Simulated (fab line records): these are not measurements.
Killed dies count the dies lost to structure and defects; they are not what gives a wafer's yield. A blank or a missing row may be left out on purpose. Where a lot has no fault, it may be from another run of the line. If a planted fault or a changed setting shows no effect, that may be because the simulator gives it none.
8D (eight disciplines) problem report, filled in by code + flow sky130 + the parts of the form that need people (team, actions taken, sign-off) are left out

## 1. PROBLEM STATEMENT
doseIonsCm2 at SKY_NWELL_IMPLANT_24 reads a mean of 9.0e+12 on 9 wafers of 3 lots; wafers without a fault read 9.2e+12 with a standard deviation of 1e+10. That is -18 standard deviations from the usual mean.
First observed at day 7 20:33: wafer L202.4, on implanter-04. The record holds 21 wafers of 7 lots with a number at this step. Rule for "out" (also "out of limits"): further than 4 standard deviations from the usual mean. The rest of the wafers with a number are treated as sound.

## 2. WHAT IT IS, WHAT IT ISN'T
| question                    | is                     | is not                                                                   |
|-----------------------------|------------------------|--------------------------------------------------------------------------|
| which readings at this step | doseIonsCm2            | -                                                                        |
| which lots                  | L202, L203, L205       | L193, L200, L204, L213                                                   |
| which wafers of those lots  | all that have a number | -                                                                        |
| read on which tools         | implanter-04           | implanter-01, implanter-03                                               |
| when                        | from day 7 20:33       | up to then (6 sound wafers); but 6 sound wafers of L204, L213 came after |

## 3. THE SUSPECTS, EACH WITH WHAT RULES IT OUT
Counting: a tool at a process step up to the reading stays a suspect if it ran every lot that is out and no sound lot after the first of them.
- implanter-04 at SKY_NWELL_IMPLANT_24: kept. All lots that are out passed through it, beginning with L202 at day 7 20:33, and no sound lot followed; its final sound lot before that point was L200 at day 7 08:27. On those wafers its own readings are out: doseIonsCm2.
After counting, what remains is implanter-04 at SKY_NWELL_IMPLANT_24.

## 4. THE CAUSE (what the simulator had put in)
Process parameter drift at SKY_NWELL_IMPLANT_24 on implanter-04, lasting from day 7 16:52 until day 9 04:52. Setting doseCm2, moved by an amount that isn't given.
The count eliminated every tool but this one.

## 5. THE EFFECT CHAIN, in route order
Each row: a reading where the mean over the struck wafers with a number is more than 3 standard deviations away from the usual. Readings are gone through only where the record gives a usual standard deviation; hours: the median, over the lots, of the time from a lot's start at the first step in this table giving one to that lot's start at this step; sigmas: the change measured in usual standard deviations.
| hours | step                 | reading     | usual   | on struck wafers | change   | sigmas |
|-------|----------------------|-------------|---------|------------------|----------|--------|
| 0     | SKY_NWELL_IMPLANT_24 | doseIonsCm2 | 9.2e+12 | 9.0e+12          | -1.8e+11 | -18    |
The process steps in it:
- SKY_NWELL_IMPLANT_24

## 6. WHAT WOULD HAVE CAUGHT IT SOONER
In this record no reading fell out of limits until day 7 20:33, 4 hours after the fault had begun at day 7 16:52.
